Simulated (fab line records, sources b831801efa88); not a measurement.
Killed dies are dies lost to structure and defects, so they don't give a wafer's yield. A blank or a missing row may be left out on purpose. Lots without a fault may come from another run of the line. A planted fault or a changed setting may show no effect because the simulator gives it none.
Which tool did it? | flow gf180mcu | 13 lots, 39 wafers sampled, at 2 steps of a route of 602

WHAT THE GAUGES READ, wafer by wafer
GF_MVSD_OVL_MEAS_07. Usual: MVSD_OVL -0.2 nm, standard deviation 1.2.
lot  | measured     | on         | MVSD_OVL (nm)  | flag
L610 | day 4 11:18  | overlay-01 | -2.8 -1.2 -0.7 |
L618 | day 6 09:05  | overlay-01 | 1.9 0.1 -0.5   |
L619 | day 6 12:45  | overlay-02 | 2.0 0.9 2.3    |
L624 | day 7 20:50  | overlay-02 | -1.0 -1.2 -2.4 |
L625 | day 8 01:08  | overlay-02 | 1.4 2.4 0.8    |
L626 | day 8 06:50  | overlay-02 | -1.0 -0.7 0.1  |
L627 | day 8 14:11  | overlay-02 | -0.5 1.4 0.9   |
L628 | day 8 19:33  | overlay-01 | 0.8 2.6 0.0    |
L629 | day 9 00:45  | overlay-01 | 0.9 1.6 -0.1   |
L630 | day 9 05:33  | overlay-01 | -0.5 -1.2 -0.2 |
L631 | day 9 11:40  | overlay-01 | -0.5 -1.4 -1.4 |
L632 | day 9 17:12  | overlay-01 | -1.1 -0.1 0.8  |
L633 | day 10 01:30 | overlay-01 | -0.6 -0.6 -0.5 |

GF_HV_LDD_OVL_MEAS_08. Usual: HV_LDD_OVL -0.8 nm, standard deviation 1.4.
lot  | measured     | on         | HV_LDD_OVL (nm) | flag
L610 | day 10 01:42 | overlay-02 | 0.7 0.9 -0.3    |
L618 | day 12 12:49 | overlay-01 | 0.4 -1.9 -1.7   |
L619 | day 12 15:49 | overlay-02 | -2.7 -1.9 -1.1  |
L624 | day 14 07:46 | overlay-02 | -3.5 -0.8 -1.5  |
L625 | day 14 17:47 | overlay-02 | 0.6 1.8 -0.6    |
L626 | day 14 21:35 | overlay-01 | -1.7 0.3 -0.5   |
L627 | day 15 01:16 | overlay-01 | 1.1 0.0 0.1     |
L628 | day 15 11:34 | overlay-01 | -2.0 0.0 1.0    |
L629 | day 15 20:50 | overlay-02 | -3.2 -3.8 -4.0  |
L630 | day 16 00:18 | overlay-02 | -1.1 -1.2 0.4   |
L631 | day 16 06:05 | overlay-02 | -0.6 -1.7 -2.8  |
L632 | day 16 21:46 | overlay-02 | 2.1 0.7 -0.5    |
L633 | day 17 03:17 | overlay-02 | -2.5 -1.4 -0.7  |

WHICH TOOL RAN EACH LOT (tool, then ch and the chambers of the sampled wafers, then the start)
The record holds no process step before these readings.

WHAT THE TOOLS THEMSELVES READ (means of the sampled wafers that have a number; where no wafer has one, the mark that the record gives instead)
The record holds no such reading with a usual standard deviation.

THE ANSWER, worked out from the rows above alone
Rule: a lot is off if the mean of its wafers that have a number lies more than 3 standard deviations from the usual mean. A lot without any number at a reading at which 4 lots or more have one is off too. The other lots that the step has rows for count as sound. The gauges are gone through in route order, then the tools' own readings, and for those a lot's mean is taken as printed above. The first step at which some lot is off is used, and at that step the reading that is off furthest; a lot without a number counts as furthest.
No lot is off at any reading shown: from this, nothing can be told.

WHAT THE SIMULATOR HAD PUT IN
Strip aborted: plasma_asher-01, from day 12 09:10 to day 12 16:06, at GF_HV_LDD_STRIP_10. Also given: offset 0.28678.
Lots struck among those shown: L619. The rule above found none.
